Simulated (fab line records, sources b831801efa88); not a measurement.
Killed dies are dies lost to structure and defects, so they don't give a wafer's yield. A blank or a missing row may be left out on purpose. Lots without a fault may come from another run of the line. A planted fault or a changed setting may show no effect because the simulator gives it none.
Tool commonality check | flow gf180mcu | 13 lots, 39 wafers sampled

WHY IT WAS OPENED
At GF_M1_CD_MEAS_14 the reading cd_nm is flagged on 2 of 13 lots. Wafers without a fault read 230.1 nm, standard deviation 1.1.
Rule: a lot is flagged when every wafer of it that has a number lies more than 4 standard deviations from that mean, or none has a number. The other lots count as sound.

lot  | measured     | on        | cd_nm (nm), wafer by wafer | flag
L674 | day 16 23:49 | cd_sem-01 | 229.7 231.3 229.9          |
L676 | day 18 14:03 | cd_sem-01 | 229.6 228.4 228.2          |
L678 | day 18 19:58 | cd_sem-02 | 230.6 231.3 231.5          |
L680 | day 19 05:22 | cd_sem-01 | 229.2 228.9 228.3          |
L681 | day 19 23:49 | cd_sem-02 | 230.6 229.8 229.5          |
L683 | day 20 21:46 | cd_sem-01 | 230.2 229.6 230.4          |
L684 | day 21 02:56 | cd_sem-01 | 230.8 230.2 230.6          |
L688 | day 22 07:58 | cd_sem-02 | 228.3 229.7 229.4          |
L691 | day 24 07:40 | cd_sem-02 | 182.2 208.8 186.7          | FLAGGED
L693 | day 24 09:20 | cd_sem-02 | 210.5 204.6 199.2          | FLAGGED
L695 | day 24 14:43 | cd_sem-02 | 230.7 231.5 229.3          |
L696 | day 24 16:00 | cd_sem-02 | 229.2 229.8 228.7          |
L697 | day 25 12:33 | cd_sem-02 | 230.5 230.3 230.6          |
The numbers of the flagged lots are 198.7 nm on average: -31.4 nm against the usual, or -29 standard deviations.

WHICH TOOL RAN EACH LOT
The record holds 1 process step before the reading, out of a route of 602 steps. In each cell: the tool, then ch and the chambers that the sampled wafers went through, then the start.
lot  | flag    | GF_M1_EXPOSE_11
L674 |         | krf_scanner-02 ch 0, day 16 12:29
L676 |         | krf_scanner-01 ch 0, day 18 02:08
L678 |         | krf_scanner-02 ch 0, day 18 07:49
L680 |         | krf_scanner-02 ch 0, day 18 17:32
L681 |         | krf_scanner-02 ch 0, day 19 11:13
L683 |         | krf_scanner-02 ch 0, day 20 09:25
L684 |         | krf_scanner-01 ch 0, day 20 15:19
L688 |         | krf_scanner-02 ch 0, day 21 21:02
L691 | FLAGGED | krf_scanner-02 ch 0, day 23 19:16
L693 | FLAGGED | krf_scanner-02 ch 0, day 23 21:15
L695 |         | krf_scanner-01 ch 0, day 24 05:05
L696 |         | krf_scanner-01 ch 0, day 24 06:36
L697 |         | krf_scanner-01 ch 0, day 25 02:25
What these steps do:
- GF_M1_EXPOSE_11: exposes mask Metal1, target cd 230 nm.
- GF_M1_CD_MEAS_14: target cd 230 nm.

FLAGGED OVER TOTAL, TOOL BY TOOL (the gauges that took the reading come last)
step             | tool           | lots run | flagged | share of the flagged lots | sound lots run after its first flagged lot
GF_M1_EXPOSE_11  | krf_scanner-01 | 5        | 0       | none                      | -
GF_M1_EXPOSE_11  | krf_scanner-02 | 8        | 2       | all                       | 0
GF_M1_CD_MEAS_14 | cd_sem-01      | 5        | 0       | none                      | -
GF_M1_CD_MEAS_14 | cd_sem-02      | 8        | 2       | all                       | 3 (L695,L696,L697)

WHAT THE TABLE ALLOWS
2 rows of the table ran every flagged lot: krf_scanner-02 at GF_M1_EXPOSE_11, cd_sem-02 at GF_M1_CD_MEAS_14.
- krf_scanner-02 at GF_M1_EXPOSE_11: 2 of its 8 lots flagged. Its last sound lot is L688 (day 21 21:02), its first flagged lot L691 (day 23 19:16): a fault that began between those two fits.
- cd_sem-02 at GF_M1_CD_MEAS_14: 2 of its 8 lots flagged. Sound lots ran on it after the first flagged one (L695, L696, L697), which a lasting fault on the whole tool wouldn't allow.
One tool is left: krf_scanner-02 at GF_M1_EXPOSE_11.

WHAT THE SIMULATOR HAD PUT IN
Process parameter drift: krf_scanner-02, from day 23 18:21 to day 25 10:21, at GF_M1_EXPOSE_11. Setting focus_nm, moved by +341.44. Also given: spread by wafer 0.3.
Lots struck among those shown: L691, L693. The rule above found the same.
